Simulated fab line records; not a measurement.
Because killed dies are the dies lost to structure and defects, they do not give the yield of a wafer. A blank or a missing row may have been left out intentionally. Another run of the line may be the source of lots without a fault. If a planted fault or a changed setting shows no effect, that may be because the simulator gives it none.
Which tool was responsible? -- flow sky130 -- 12 lots, 36 wafers sampled, at 5 steps of a route of 708

## WHAT EACH GAUGE READ, for each wafer
SKY_SD_N_RS_MEAS_16: uses a four-point probe to measure.
lot,measured,on,SD_N_RS (ohm/sq)
L323,day 27 21:52,film metro-03,68.65 68.52 68.45
L325,day 28 19:05,film metro-03,68.48 68.52 68.60
L327,day 29 08:44,film metro-04,68.57 68.58 68.52
L328,day 29 12:06,film metro-02,68.56 68.46 68.57
L331,day 30 16:38,film metro-04,68.52 68.55 68.63
L334,day 31 15:00,film metro-03,68.68 68.68 68.73
L335,day 32 03:50,film metro-03,68.51 68.60 68.38
L341,day 34 05:08,film metro-02,68.42 68.46 68.56
L342,day 34 09:42,film metro-03,68.45 68.57 68.60
L343,day 34 16:52,film metro-04,68.60 68.67 68.68
L345,day 35 07:51,film metro-02,68.67 68.53 68.64
L346,day 35 19:32,film metro-02,68.47 68.47 68.43

SKY_CONTACT_THK_MEAS_01.
lot,measured,on,CONTACT_CVD_00_THK (nm)
L323,day 30 10:49,film metro-01,75.6 75.8 75.9
L325,day 31 06:17,film metro-02,73.9 74.7 74.6
L327,day 31 20:37,film metro-02,74.4 76.7 76.1
L328,day 31 23:35,film metro-01,74.9 76.5 76.1
L331,day 33 02:50,film metro-02,74.4 75.5 75.8
L334,day 34 00:08,film metro-02,73.9 74.8 75.5
L335,day 34 12:44,film metro-01,75.4 75.1 76.0
L341,day 36 12:21,film metro-04,73.4 72.6 74.5
L342,day 36 16:44,film metro-01,73.7 75.3 74.8
L343,day 36 23:59,film metro-01,74.7 74.1 74.5
L345,day 37 15:19,film metro-01,74.4 75.1 75.9
L346,day 38 02:22,film metro-01,74.8 75.0 75.0

## WHAT TOOL EACH LOT RAN ON (gives the tool, then ch and the chambers of the sampled wafers, and finally the start)
lot,SKY_LDD_P_STRIP_10,SKY_LI_CONTACT_ETCH_15,SKY_LI_CONTACT_STRIP_16
L323,"plasma asher-01 ch 0,1, day 18 22:25","rie diel-04 ch 0,1,2, day 29 03:41","plasma asher-01 ch 0,1, day 29 03:46"
L325,"plasma asher-02 ch 0,1, day 19 22:11","rie diel-02 ch 2,3, day 30 00:06","plasma asher-04 ch 0,1, day 30 00:13"
L327,"plasma asher-04 ch 0,1, day 20 14:26","rie diel-02 ch 0,3, day 30 14:26","plasma asher-02 ch 0,1, day 30 14:31"
L328,"plasma asher-01 ch 0,1, day 20 17:53","rie diel-02 ch 1,2, day 30 17:32","plasma asher-01 ch 0,1, day 30 17:37"
L331,"plasma asher-02 ch 0,1, day 22 00:29","rie diel-02 ch 0,3, day 31 21:41","plasma asher-04 ch 0,1, day 31 21:46"
L334,"plasma asher-01 ch 1, day 23 01:04","rie diel-02 ch 0,3, day 32 19:23","plasma asher-01 ch 0,1, day 32 19:28"
L335,"plasma asher-04 ch 0,1, day 23 15:53","rie diel-01 ch 1,3, day 33 07:44","plasma asher-01 ch 0,1, day 33 07:49"
L341,"plasma asher-04 ch 0,1, day 25 22:04","rie diel-04 ch 0,1,2, day 35 08:15","plasma asher-02 ch 0,1, day 35 08:20"
L342,"plasma asher-02 ch 0,1, day 26 03:50","rie diel-01 ch 1,2, day 35 12:45","plasma asher-01 ch 0, day 35 12:50"
L343,"plasma asher-01 ch 0,1, day 26 09:58","rie diel-04 ch 0,1,3, day 35 19:51","plasma asher-04 ch 0,1, day 35 19:56"
L345,"plasma asher-02 ch 0,1, day 27 03:17","rie diel-04 ch 0,1,3, day 36 11:15","plasma asher-01 ch 0,1, day 36 11:20"
L346,"plasma asher-02 ch 0,1, day 27 15:14","rie diel-02 ch 0,2,3, day 36 22:11","plasma asher-01 ch 1, day 36 22:16"
- SKY_LDD_P_STRIP_10: strips in O2/N2.
- SKY_LI_CONTACT_ETCH_15: etches PSG in C4F8/O2/Ar, stops on Si, target depth 600 nm.
- SKY_LI_CONTACT_STRIP_16: strips in O2/N2.

## WHAT THE TOOLS THEMSELVES READ (means of the sampled wafers that have a number; where no wafer has one, the mark that the record gives instead)
SKY_LDD_P_STRIP_10.
lot,tool,drypump motor current A (A),oes product au (a.u.),strip time to endpoint s (s)
L323,plasma asher-01,5.3,0.712,14.15
L325,plasma asher-02,5.9,0.712,14.14
L327,plasma asher-04,5.1,0.713,14.15
L328,plasma asher-01,5.3,0.716,14.16
L331,plasma asher-02,5.9,0.717,14.18
L334,plasma asher-01,5.3,0.715,14.21
L335,plasma asher-04,5.2,0.715,14.21
L341,plasma asher-04,5.1,0.714,14.22
L342,plasma asher-02,6.0,0.717,14.17
L343,plasma asher-01,5.3,0.716,14.12
L345,plasma asher-02,6.0,0.719,14.20
L346,plasma asher-02,5.9,0.714,14.15

SKY_LI_CONTACT_ETCH_15.
lot,tool,bias w (W),oes product au (a.u.)
L323,rie diel-04,1199,0.841
L325,rie diel-02,1202,0.836
L327,rie diel-02,1199,0.837
L328,rie diel-02,1201,0.837
L331,rie diel-02,1073,0.836
L334,rie diel-02,1072,0.838
L335,rie diel-01,1198,0.836
L341,rie diel-04,1200,0.837
L342,rie diel-01,1197,0.839
L343,rie diel-04,1201,0.838
L345,rie diel-04,1200,0.841
L346,rie diel-02,1199,0.837

SKY_LI_CONTACT_STRIP_16.
lot,tool,drypump motor current A (A),oes product au (a.u.),strip time to endpoint s (s)
L323,plasma asher-01,5.3,0.371,3.500
L325,plasma asher-04,5.2,0.377,3.522
L327,plasma asher-02,6.0,0.383,3.513
L328,plasma asher-01,5.3,0.378,3.488
L331,plasma asher-04,5.2,0.379,3.578
L334,plasma asher-01,5.3,0.378,3.578
L335,plasma asher-01,5.3,0.380,3.539
L341,plasma asher-02,6.0,0.374,3.488
L342,plasma asher-01,5.2,0.373,3.506
L343,plasma asher-04,5.2,0.376,3.489
L345,plasma asher-01,5.3,0.373,3.488
L346,plasma asher-01,5.4,0.377,3.490

## THE ANSWER, worked out from the rows above alone
Rule: what is usual is taken from the lots themselves. Put in order of their means at a reading, lots are off if they are a third of the lots or fewer, leave a main group of 4 or more, and stand apart from it by a gap of 3 or more times the standard deviation of the main group's means; of several such gaps the widest counts. The tables above print the reading to a certain number of digits; a main group whose means all agree to those digits is not used. A lot without any number at a reading at which 4 lots or more have one is off too. The other lots that the step has rows for count as sound. First the gauges in route order, then the tools' own readings, where a lot's mean is used as printed above. At the first step where some lot is off, the reading lying furthest off is the one used; lots without a number count as furthest.
Off at SKY_LI_CONTACT_ETCH_15 (bias w): L331, L334. Mean 1200 W and standard deviation 1.4 in the main group.
A tool fits if, at that step or a process step before it, it ran every lot that is off, and no sound lot after the first of them. No candidate that was tried fits.

## WHAT HAD BEEN PUT IN BY THE SIMULATOR
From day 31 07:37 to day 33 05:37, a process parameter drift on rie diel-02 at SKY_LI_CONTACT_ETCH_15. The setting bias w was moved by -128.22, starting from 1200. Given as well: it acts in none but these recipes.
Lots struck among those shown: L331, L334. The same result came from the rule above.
